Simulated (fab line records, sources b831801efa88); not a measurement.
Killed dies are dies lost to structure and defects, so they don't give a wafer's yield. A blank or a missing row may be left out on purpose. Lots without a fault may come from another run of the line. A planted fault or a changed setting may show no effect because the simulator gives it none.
A struck lot beside a sound one | flow sky130 | 14 steps out of a route of 708
Sound: wafers L150.1, L150.5, L150.6. Struck: wafers L142.1, L142.3, L142.4. The cause comes at the end.
At each step with rows: each side's tool, then ch and its chambers, then its first start. Under that, the readings that differ: sound wafers | struck wafers | difference of the means | sigmas: that difference in standard deviations of wafers without a fault.
alike: readings whose means differ by less than 2 such deviations, and words and numbers that are the same on both sides. not compared: withheld readings, readings that some wafer has no value for, bounds like >300 that may hide the same value, and numbers for which the record gives no deviation and whose values overlap.
The two part at a step that has a row with sigmas, a row that says differs or no value, or rows on one side only. Numbers that don't overlap but have no deviation are shown without sigmas and don't part them. A reading that every wafer of one side lacks parts them only if that side has two wafers or more.

first, 3 steps without rows for these wafers: SKY_VT_ADJUST_LVTN_EXPOSE_15 (exposes mask HVN STD DERIVED, target cd 600 nm); SKY_VT_ADJUST_LVTN_PEB_16; SKY_VT_ADJUST_LVTN_DEVELOP_17 (develop time 60 s).
SKY_VT_ADJUST_LVTN_OVL_MEAS_18:
  sound on overlay-02, day 13 06:38; struck on overlay-01, day 11 04:16
  alike: VT_ADJUST_LVTN_01_OVL
then, 1 step without rows for these wafers: SKY_VT_ADJUST_LVTN_IMPLANT_19.
SKY_VT_ADJUST_LVTN_STRIP_20: strips in O2/N2.
  sound on plasma_asher-02 ch 0,1, day 13 06:49; struck on plasma_asher-01 ch 0,1, day 11 04:27
  alike: drypump_motor_current_A, n2_flow_sccm, oes_product_au, strip_time_to_endpoint_s
  not compared: rf_hours_counter_h
SKY_VT_ADJUST_LVTN_TW_MEAS_21:
  sound on film_metro-04, day 13 06:55; struck on film_metro-03, day 11 04:33
  alike: VT_ADJUST_LVTN_2_TW
then, 5 steps without rows for these wafers: SKY_VT_ADJUST_NCORE_DEHYDRATE_00 (time 60 s); SKY_VT_ADJUST_NCORE_HMDS_01 (prime time 60 s); SKY_VT_ADJUST_NCORE_COAT_02 (resist thk 1140 nm); SKY_VT_ADJUST_NCORE_SOFTBAKE_03 (time 60 s); SKY_VT_ADJUST_NCORE_EXPOSE_04 (exposes mask LVTN COMPLEMENT THIN, target cd 380 nm).
SKY_VT_ADJUST_NCORE_PEB_05:
  sound on litho_track-01 ch 0, day 14 08:53; struck on litho_track-03, day 12 03:43
  reading         | sound          | struck | difference                    | sigmas
  exhaust_pa (Pa) | 44.8 47.0 43.6 | - - -  | no value on the struck wafers |
  not compared: chill_plate_temp_C
then, 1 step without rows for these wafers: SKY_VT_ADJUST_NCORE_DEVELOP_06 (develop time 60 s).

WHERE THEY PART
Only at SKY_VT_ADJUST_NCORE_PEB_05, within this record.

WHY: what the simulator had put in
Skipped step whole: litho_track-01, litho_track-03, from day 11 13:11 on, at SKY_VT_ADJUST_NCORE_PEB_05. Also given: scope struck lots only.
